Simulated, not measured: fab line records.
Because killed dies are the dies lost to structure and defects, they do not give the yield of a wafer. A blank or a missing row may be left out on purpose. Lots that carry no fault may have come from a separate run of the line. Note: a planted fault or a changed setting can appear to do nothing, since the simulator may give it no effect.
What tool caused it? / flow gf180mcu / 12 lots, 36 wafers sampled, at 5 steps of a route of 602

## WHAT THE GAUGES SHOWED, per wafer
GF_M3_THK_MEAS_06: measures by xrf. Usual: M3_ALCU_THK typically reads 446 nm, with standard deviation 6.5.
lot=L601; measured=day 20 15:32; on=film_metro-01; M3_ALCU_THK (nm)=447 451 445; flag=
lot=L604; measured=day 22 08:27; on=film_metro-04; M3_ALCU_THK (nm)=441 441 438; flag=
lot=L606; measured=day 22 16:43; on=film_metro-01; M3_ALCU_THK (nm)=441 448 446; flag=
lot=L607; measured=day 23 06:09; on=film_metro-04; M3_ALCU_THK (nm)=454 452 467; flag=
lot=L609; measured=day 24 00:01; on=film_metro-04; M3_ALCU_THK (nm)=436 439 444; flag=
lot=L610; measured=day 24 05:25; on=film_metro-01; M3_ALCU_THK (nm)=450 448 453; flag=
lot=L612; measured=day 25 03:44; on=film_metro-03; M3_ALCU_THK (nm)=448 446 448; flag=
lot=L618; measured=day 27 00:02; on=film_metro-04; M3_ALCU_THK (nm)=435 438 438; flag=
lot=L619; measured=day 27 02:01; on=film_metro-04; M3_ALCU_THK (nm)=439 433 453; flag=
lot=L621; measured=day 27 12:35; on=film_metro-01; M3_ALCU_THK (nm)=442 445 439; flag=
lot=L622; measured=day 27 17:31; on=film_metro-01; M3_ALCU_THK (nm)=453 449 452; flag=
lot=L623; measured=day 28 04:56; on=film_metro-01; M3_ALCU_THK (nm)=442 450 451; flag=

GF_V3_THK_MEAS_01. Usual: V3_CVD_00_THK typically reads 599 nm, with standard deviation 5.4.
lot=L601; measured=day 21 16:05; on=film_metro-04; V3_CVD_00_THK (nm)=609 592 606; flag=
lot=L604; measured=day 23 07:44; on=film_metro-02; V3_CVD_00_THK (nm)=591 596 598; flag=
lot=L606; measured=day 24 02:02; on=film_metro-02; V3_CVD_00_THK (nm)=600 601 601; flag=
lot=L607; measured=day 24 04:43; on=film_metro-04; V3_CVD_00_THK (nm)=601 601 602; flag=
lot=L609; measured=day 24 21:48; on=film_metro-02; V3_CVD_00_THK (nm)=596 598 601; flag=
lot=L610; measured=day 25 04:29; on=film_metro-02; V3_CVD_00_THK (nm)=592 595 600; flag=
lot=L612; measured=day 26 01:47; on=film_metro-02; V3_CVD_00_THK (nm)=609 604 607; flag=
lot=L618; measured=day 27 20:33; on=film_metro-01; V3_CVD_00_THK (nm)=603 603 606; flag=
lot=L619; measured=day 27 23:06; on=film_metro-04; V3_CVD_00_THK (nm)=600 598 600; flag=
lot=L621; measured=day 28 08:51; on=film_metro-01; V3_CVD_00_THK (nm)=508 508 509; flag=OFF
lot=L622; measured=day 28 13:52; on=film_metro-04; V3_CVD_00_THK (nm)=501 508 510; flag=OFF
lot=L623; measured=day 29 00:36; on=film_metro-01; V3_CVD_00_THK (nm)=607 607 599; flag=

## EACH LOT AND THE TOOL THAT RAN IT (in order: tool; ch and the chambers of the sampled wafers; start)
lot=L601; GF_V2_STRIP_18=plasma_asher-02 ch 0,1, day 20 13:59; GF_V2_SPUTTER_21=pvd_sputter-01, day 20 14:29; GF_V3_CVD_00=hdpcvd-01 ch 0,1, day 21 15:59
lot=L604; GF_V2_STRIP_18=plasma_asher-03 ch 0, day 22 06:52; GF_V2_SPUTTER_21=pvd_sputter-04, day 22 07:24; GF_V3_CVD_00=hdpcvd-01 ch 0,1,2, day 23 07:40
lot=L606; GF_V2_STRIP_18=plasma_asher-01 ch 0,1, day 22 15:09; GF_V2_SPUTTER_21=pvd_sputter-02, day 22 15:41; GF_V3_CVD_00=hdpcvd-02 ch 0,1,2, day 24 01:57
lot=L607; GF_V2_STRIP_18=plasma_asher-02 ch 0,1, day 23 04:35; GF_V2_SPUTTER_21=pvd_sputter-02, day 23 05:07; GF_V3_CVD_00=hdpcvd-02 ch 0,1,2, day 24 04:38
lot=L609; GF_V2_STRIP_18=plasma_asher-03 ch 0,1, day 23 22:27; GF_V2_SPUTTER_21=pvd_sputter-01, day 23 22:57; GF_V3_CVD_00=hdpcvd-01 ch 0,1,2, day 24 21:44
lot=L610; GF_V2_STRIP_18=plasma_asher-03 ch 0,1, day 24 02:35; GF_V2_SPUTTER_21=pvd_sputter-01, day 24 03:07; GF_V3_CVD_00=hdpcvd-02 ch 1,2, day 25 04:25
lot=L612; GF_V2_STRIP_18=plasma_asher-03 ch 0,1, day 25 02:05; GF_V2_SPUTTER_21=pvd_sputter-01, day 25 02:42; GF_V3_CVD_00=hdpcvd-02 ch 0,1, day 26 01:42
lot=L618; GF_V2_STRIP_18=plasma_asher-02 ch 0,1, day 26 22:08; GF_V2_SPUTTER_21=pvd_sputter-01, day 26 23:00; GF_V3_CVD_00=hdpcvd-01 ch 0,1, day 27 20:28
lot=L619; GF_V2_STRIP_18=plasma_asher-01 ch 0,1, day 27 00:25; GF_V2_SPUTTER_21=pvd_sputter-02, day 27 00:58; GF_V3_CVD_00=hdpcvd-02 ch 1,2, day 27 23:01
lot=L621; GF_V2_STRIP_18=plasma_asher-01 ch 0,1, day 27 11:01; GF_V2_SPUTTER_21=pvd_sputter-04, day 27 11:32; GF_V3_CVD_00=hdpcvd-02 ch 0,1,2, day 28 08:46
lot=L622; GF_V2_STRIP_18=plasma_asher-02 ch 0,1, day 27 15:57; GF_V2_SPUTTER_21=pvd_sputter-04, day 27 16:29; GF_V3_CVD_00=hdpcvd-02 ch 0,2, day 28 13:47
lot=L623; GF_V2_STRIP_18=plasma_asher-01 ch 0,1, day 28 03:21; GF_V2_SPUTTER_21=pvd_sputter-04, day 28 03:55; GF_V3_CVD_00=hdpcvd-01 ch 0,1,2, day 29 00:32
- GF_V2_STRIP_18: strips in O2/N2.
- GF_V2_SPUTTER_21: material Ti, target thk 15 nm, time 80.02 s.
- GF_V3_CVD_00: deposits SiO2, target thk 600 nm, time 100 s.

## AS READ BY THE TOOLS THEMSELVES (means over the sampled wafers that have a number; for cases with no such wafer, the mark the record gives instead)
GF_V2_STRIP_18. Usual: chamber_pressure_mTorr 1499.9 mTorr, standard deviation 1.3; drypump_motor_current_A 6.0 A, standard deviation 0.43; heater_power_w 323 W, standard deviation 31; oes_product_au 0.593 a.u., standard deviation 0.005.
lot=L601; tool=plasma_asher-02; chamber_pressure_mTorr (mTorr)=1499.1; drypump_motor_current_A (A)=5.7; heater_power_w (W)=346; oes_product_au (a.u.)=0.592; flag=
lot=L604; tool=plasma_asher-03; chamber_pressure_mTorr (mTorr)=1499.2; drypump_motor_current_A (A)=6.0; heater_power_w (W)=320; oes_product_au (a.u.)=0.595; flag=
lot=L606; tool=plasma_asher-01; chamber_pressure_mTorr (mTorr)=1499.6; drypump_motor_current_A (A)=6.1; heater_power_w (W)=312; oes_product_au (a.u.)=0.595; flag=
lot=L607; tool=plasma_asher-02; chamber_pressure_mTorr (mTorr)=1499.5; drypump_motor_current_A (A)=5.7; heater_power_w (W)=344; oes_product_au (a.u.)=0.589; flag=
lot=L609; tool=plasma_asher-03; chamber_pressure_mTorr (mTorr)=1500.8; drypump_motor_current_A (A)=5.9; heater_power_w (W)=297; oes_product_au (a.u.)=0.594; flag=
lot=L610; tool=plasma_asher-03; chamber_pressure_mTorr (mTorr)=1498.5; drypump_motor_current_A (A)=5.9; heater_power_w (W)=300; oes_product_au (a.u.)=0.591; flag=
lot=L612; tool=plasma_asher-03; chamber_pressure_mTorr (mTorr)=1500.7; drypump_motor_current_A (A)=6.0; heater_power_w (W)=309; oes_product_au (a.u.)=0.597; flag=
lot=L618; tool=plasma_asher-02; chamber_pressure_mTorr (mTorr)=1499.3; drypump_motor_current_A (A)=5.6; heater_power_w (W)=367; oes_product_au (a.u.)=0.599; flag=
lot=L619; tool=plasma_asher-01; chamber_pressure_mTorr (mTorr)=1500.4; drypump_motor_current_A (A)=6.1; heater_power_w (W)=311; oes_product_au (a.u.)=0.598; flag=
lot=L621; tool=plasma_asher-01; chamber_pressure_mTorr (mTorr)=1499.7; drypump_motor_current_A (A)=6.4; heater_power_w (W)=332; oes_product_au (a.u.)=0.592; flag=
lot=L622; tool=plasma_asher-02; chamber_pressure_mTorr (mTorr)=1500.0; drypump_motor_current_A (A)=5.5; heater_power_w (W)=359; oes_product_au (a.u.)=0.590; flag=
lot=L623; tool=plasma_asher-01; chamber_pressure_mTorr (mTorr)=1500.6; drypump_motor_current_A (A)=6.4; heater_power_w (W)=330; oes_product_au (a.u.)=0.598; flag=

GF_V2_SPUTTER_21. Usual: throttle_valve_pct 30.4 %, standard deviation 0.93.
lot=L601; tool=pvd_sputter-01; throttle_valve_pct (%)=30.2; flag=
lot=L604; tool=pvd_sputter-04; throttle_valve_pct (%)=31.3; flag=
lot=L606; tool=pvd_sputter-02; throttle_valve_pct (%)=30.4; flag=
lot=L607; tool=pvd_sputter-02; throttle_valve_pct (%)=30.2; flag=
lot=L609; tool=pvd_sputter-01; throttle_valve_pct (%)=30.0; flag=
lot=L610; tool=pvd_sputter-01; throttle_valve_pct (%)=30.3; flag=
lot=L612; tool=pvd_sputter-01; throttle_valve_pct (%)=30.2; flag=
lot=L618; tool=pvd_sputter-01; throttle_valve_pct (%)=29.9; flag=
lot=L619; tool=pvd_sputter-02; throttle_valve_pct (%)=31.0; flag=
lot=L621; tool=pvd_sputter-04; throttle_valve_pct (%)=30.0; flag=
lot=L622; tool=pvd_sputter-04; throttle_valve_pct (%)=30.3; flag=
lot=L623; tool=pvd_sputter-04; throttle_valve_pct (%)=30.0; flag=

GF_V3_CVD_00. Usual: sih4_flow_sccm 59.99 sccm, standard deviation 0.17.
lot=L601; tool=hdpcvd-01; sih4_flow_sccm (sccm)=59.93; flag=
lot=L604; tool=hdpcvd-01; sih4_flow_sccm (sccm)=60.04; flag=
lot=L606; tool=hdpcvd-02; sih4_flow_sccm (sccm)=60.02; flag=
lot=L607; tool=hdpcvd-02; sih4_flow_sccm (sccm)=59.94; flag=
lot=L609; tool=hdpcvd-01; sih4_flow_sccm (sccm)=59.95; flag=
lot=L610; tool=hdpcvd-02; sih4_flow_sccm (sccm)=59.93; flag=
lot=L612; tool=hdpcvd-02; sih4_flow_sccm (sccm)=60.08; flag=
lot=L618; tool=hdpcvd-01; sih4_flow_sccm (sccm)=60.18; flag=
lot=L619; tool=hdpcvd-02; sih4_flow_sccm (sccm)=60.10; flag=
lot=L621; tool=hdpcvd-02; sih4_flow_sccm (sccm)=51.04; flag=OFF
lot=L622; tool=hdpcvd-02; sih4_flow_sccm (sccm)=50.85; flag=OFF
lot=L623; tool=hdpcvd-01; sih4_flow_sccm (sccm)=59.95; flag=

## THE ANSWER, worked out from the rows above alone
Rule: a lot counts as off when the mean over its wafers that have a number is more than 3 standard deviations away from the usual mean. A lot without any number at a reading at which 4 lots or more have one is off too. Any other lot the step has rows for is counted as sound. First the gauges in route order, then the tools' own readings, where a lot's mean is used as printed above. The first step at which some lot is off is used, and at that step the reading that is off furthest; a lot without a number counts as furthest.
Off: at GF_V3_THK_MEAS_01 (V3_CVD_00_THK), L621, L622.
A tool fits if, at a process step before that reading, it ran every lot that is off, and no sound lot after the first of them. Not tried: the gauges at GF_V3_THK_MEAS_01; whatever is off there is also off at GF_V3_CVD_00, on other tools, and gauge error can't account for it. One fits: GF_V3_CVD_00 on hdpcvd-02. A fault onset in the window from L619 (day 27 23:01, its last sound lot) to L621 (day 28 08:46, its first lot off) fits.
On the lots that are off, the tool's own readings at GF_V3_CVD_00 differ by more than 5 times the standard deviation of the sound lots' means, which bears it out; sih4_flow_sccm reads 50.95 sccm there versus 60.01 sccm on the sound lots.

## WHAT THE SIMULATOR HAD INSERTED
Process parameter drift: hdpcvd-02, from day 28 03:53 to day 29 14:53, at GF_V3_CVD_00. Setting sih4_flow_sccm, moved by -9, from 60. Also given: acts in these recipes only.
Shown lots that were struck: L621, L622. This agrees with what the rule above found.
